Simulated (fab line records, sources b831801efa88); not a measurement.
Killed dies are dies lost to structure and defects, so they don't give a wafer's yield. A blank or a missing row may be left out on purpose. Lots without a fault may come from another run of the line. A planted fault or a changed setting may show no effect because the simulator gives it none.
Problem report in the 8D (eight disciplines) form, filled by code | flow gf180mcu | the parts of the form that need people (team, actions taken, sign-off) are left out

1. THE PROBLEM
VT_IMPLANT_4_TW at GF_VT_IMPLANT_TW_MEAS_43 reads a mean of 724 on 6 wafers of 2 lots; wafers without a fault read 695 with a standard deviation of 3.2. That is +9.0 standard deviations from the usual mean.
First seen on wafer L791.1, day 12 07:00, on film_metro-01. The record holds 36 wafers of 12 lots with a number at this step. Rule for "out", or "out of limits": more than 4 standard deviations from the usual mean. The other wafers with a number count as sound.

2. WHAT IT IS AND WHAT IT IS NOT
question                    | is                           | is not
which readings at this step | VT_IMPLANT_4_TW              | -
which lots                  | L791, L795                   | L776, L777, L780, L782, L783, L784, L785, L792, L793, L797
which wafers of those lots  | all that have a number       | -
read on which gauges        | film_metro-01, film_metro-02 | film_metro-03
when                        | from day 12 07:00            | up to then (24 sound wafers); but 6 sound wafers of L793, L797 came after

3. SUSPECTS, AND WHAT RULES EACH OUT
Counting: a tool at a process step up to the reading stays a suspect if it ran every lot that is out and no sound lot after the first of them.
- the gauge at GF_VT_IMPLANT_TW_MEAS_43: ruled out. The wafers that are out were read on 2 gauges (film_metro-01, film_metro-02).
- cmp-02 at GF_STI_CMP_25 (polishes, stops on Si3N4, t overpolish 33 s, target thk 524.6 nm): ruled out as a lasting fault. Sound lots L797 ran on it after its first lot that is out, L791 (day 5 12:46).
- implanter-02 at GF_VT_IMPLANT_IMPLANT_41: kept. It ran every lot that is out, first L791 (day 12 06:45), and no sound lot after that; its last sound lot up to then is L783 (day 9 15:37). Its own readings are out on those wafers: beam_on_s, faraday_current_uA.
Left after counting: implanter-02 at GF_VT_IMPLANT_IMPLANT_41.

4. THE CAUSE (what the simulator had put in)
Process parameter drift: implanter-02, from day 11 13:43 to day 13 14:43, at GF_VT_IMPLANT_IMPLANT_41. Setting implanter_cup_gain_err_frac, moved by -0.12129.
Counting left only this tool.

5. THE CHAIN OF EFFECTS, in route order
Each row: a reading whose mean over the struck wafers that have a number lies more than 3 standard deviations from the usual. Only readings for which the record gives a usual standard deviation are gone through. hours: the time from each lot's start at the first step in this table that gives one to its start at this step, as a median over the lots. sigmas: the change in usual standard deviations.
hours | step                     | reading            | usual  | on struck wafers | change | sigmas
0     | GF_VT_IMPLANT_IMPLANT_41 | beam_on_s          | 9.99 s | 11.37            | +1.38  | +7.7
0     | GF_VT_IMPLANT_IMPLANT_41 | faraday_current_uA | 5.72   | 5.02             | -0.70  | -7.0
0     | GF_VT_IMPLANT_TW_MEAS_43 | VT_IMPLANT_4_TW    | 695    | 724              | +29    | +9.0
The process steps in it:
- GF_VT_IMPLANT_IMPLANT_41

6. WHAT WOULD HAVE CAUGHT IT SOONER
In this record the first reading out of limits at a measuring or inspecting step was taken at day 12 07:00, 17 hours after the fault began at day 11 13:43.
The tool's own readings at GF_VT_IMPLANT_IMPLANT_41 were out on every struck wafer that the step has a row for (beam_on_s, faraday_current_uA): an alarm limit on them would have fired on the first of those.
Of the lots that are out (2), L795 began GF_VT_IMPLANT_IMPLANT_41 on implanter-02 after day 12 07:00. A hold on the tool at that time would have spared it.
